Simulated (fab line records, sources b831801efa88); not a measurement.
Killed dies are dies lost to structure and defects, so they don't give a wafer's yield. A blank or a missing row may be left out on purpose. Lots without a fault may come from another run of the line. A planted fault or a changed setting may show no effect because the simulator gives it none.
Which tool did it? | flow sky130 | 14 lots, 42 wafers sampled, at 3 steps of a route of 708

WHAT THE GAUGES READ, wafer by wafer
SKY_VT_ADJUST_HVTR_CD_MEAS_07: target cd 380 nm.
lot  | measured     | on        | cd_nm (nm)
L208 | day 9 13:10  | cd_sem-01 | 382.2 379.4 381.7
L209 | day 9 19:34  | cd_sem-01 | 380.5 378.3 377.6
L210 | day 10 03:21 | cd_sem-02 | 380.6 378.8 379.8
L213 | day 10 18:37 | cd_sem-01 | 380.9 381.0 379.7
L214 | day 11 04:58 | cd_sem-01 | 378.4 377.4 377.3
L215 | day 12 06:37 | cd_sem-02 | 378.2 375.3 378.3
L216 | day 12 07:20 | cd_sem-01 | 383.1 382.8 380.8
L218 | day 12 16:34 | cd_sem-01 | 378.1 379.5 376.9
L221 | day 13 17:14 | cd_sem-02 | 382.0 381.0 379.6
L222 | day 13 17:59 | cd_sem-01 | 382.4 386.2 383.2
L225 | day 14 06:17 | cd_sem-01 | 375.5 375.6 376.6
L228 | day 14 21:40 | cd_sem-01 | 376.4 376.6 378.7
L229 | day 15 09:28 | cd_sem-01 | 379.8 376.9 379.0
L231 | day 16 00:10 | cd_sem-02 | 378.4 379.9 382.0

SKY_SONOS_TUNNEL_TW_MEAS_12.
lot  | measured     | on            | SONOS_TUNNEL_TW
L208 | day 11 12:02 | film_metro-03 | 198.4 197.5 197.1
L209 | day 11 18:29 | film_metro-03 | 197.8 197.4 197.6
L210 | day 12 03:41 | film_metro-02 | 198.4 199.6 198.8
L213 | day 12 17:48 | film_metro-01 | 198.5 198.6 198.1
L214 | day 13 01:32 | film_metro-01 | 197.3 197.6 197.6
L215 | day 13 20:50 | film_metro-02 | 198.9 197.8 198.8
L216 | day 13 21:28 | film_metro-01 | 197.5 198.1 198.4
L218 | day 14 07:18 | film_metro-02 | 198.8 198.5 198.6
L221 | day 15 21:28 | film_metro-03 | 200.1 200.3 199.2
L222 | day 15 22:58 | film_metro-02 | 199.2 198.7 198.4
L225 | day 16 12:46 | film_metro-01 | 198.0 198.8 198.8
L228 | day 17 05:23 | film_metro-01 | 197.8 198.0 198.6
L229 | day 17 18:26 | film_metro-03 | 198.9 199.6 198.5
L231 | day 18 10:38 | film_metro-01 | 197.5 199.6 198.1

SKY_SONOS_ONO_OVL_MEAS_14.
lot  | measured     | on         | SONOS_ONO_OVL (nm)
L208 | day 12 16:56 | overlay-02 | 2.4 -0.7 2.3
L209 | day 12 23:05 | overlay-02 | -0.6 1.1 2.8
L210 | day 13 05:00 | overlay-01 | 1.3 0.1 1.7
L213 | day 13 19:29 | overlay-01 | 1.3 1.0 0.6
L214 | day 14 00:48 | overlay-02 | -0.7 0.2 0.6
L215 | day 15 02:17 | overlay-01 | 2.7 0.7 2.8
L216 | day 15 05:27 | overlay-01 | 0.4 0.1 -0.1
L218 | day 15 17:44 | overlay-02 | -0.3 -1.9 -1.8
L221 | day 17 05:54 | overlay-01 | 4.3 2.9 3.0
L222 | day 17 08:20 | overlay-02 | 2.0 1.4 1.8
L225 | day 17 23:11 | overlay-01 | 2.7 2.4 0.5
L228 | day 18 15:08 | overlay-01 | 3.3 1.0 3.3
L229 | day 19 05:08 | overlay-01 | 2.4 2.7 3.0
L231 | day 19 21:28 | overlay-02 | -1.3 -2.7 -3.8

WHICH TOOL RAN EACH LOT (tool, then ch and the chambers of the sampled wafers, then the start)
The record holds no process step before these readings.

WHAT THE TOOLS THEMSELVES READ (means of the sampled wafers that have a number; where no wafer has one, the mark that the record gives instead)
The record holds no such reading with a usual standard deviation.

THE ANSWER, worked out from the rows above alone
Rule: what is usual is taken from the lots themselves. Put in order of their means at a reading, lots are off if they are a third of the lots or fewer, leave a main group of 4 or more, and stand apart from it by a gap of 3 or more times the standard deviation of the main group's means; of several such gaps the widest counts. A main group whose means are all the same, to the digits that the tables above print for the reading, isn't used. A lot without any number at a reading at which 4 lots or more have one is off too. The other lots that the step has rows for count as sound. The gauges are gone through in route order, then the tools' own readings, and for those a lot's mean is taken as printed above. The first step at which some lot is off is used, and at that step the reading that is off furthest; a lot without a number counts as furthest.
No lot is off at any reading shown: from this, nothing can be told.

WHAT THE SIMULATOR HAD PUT IN
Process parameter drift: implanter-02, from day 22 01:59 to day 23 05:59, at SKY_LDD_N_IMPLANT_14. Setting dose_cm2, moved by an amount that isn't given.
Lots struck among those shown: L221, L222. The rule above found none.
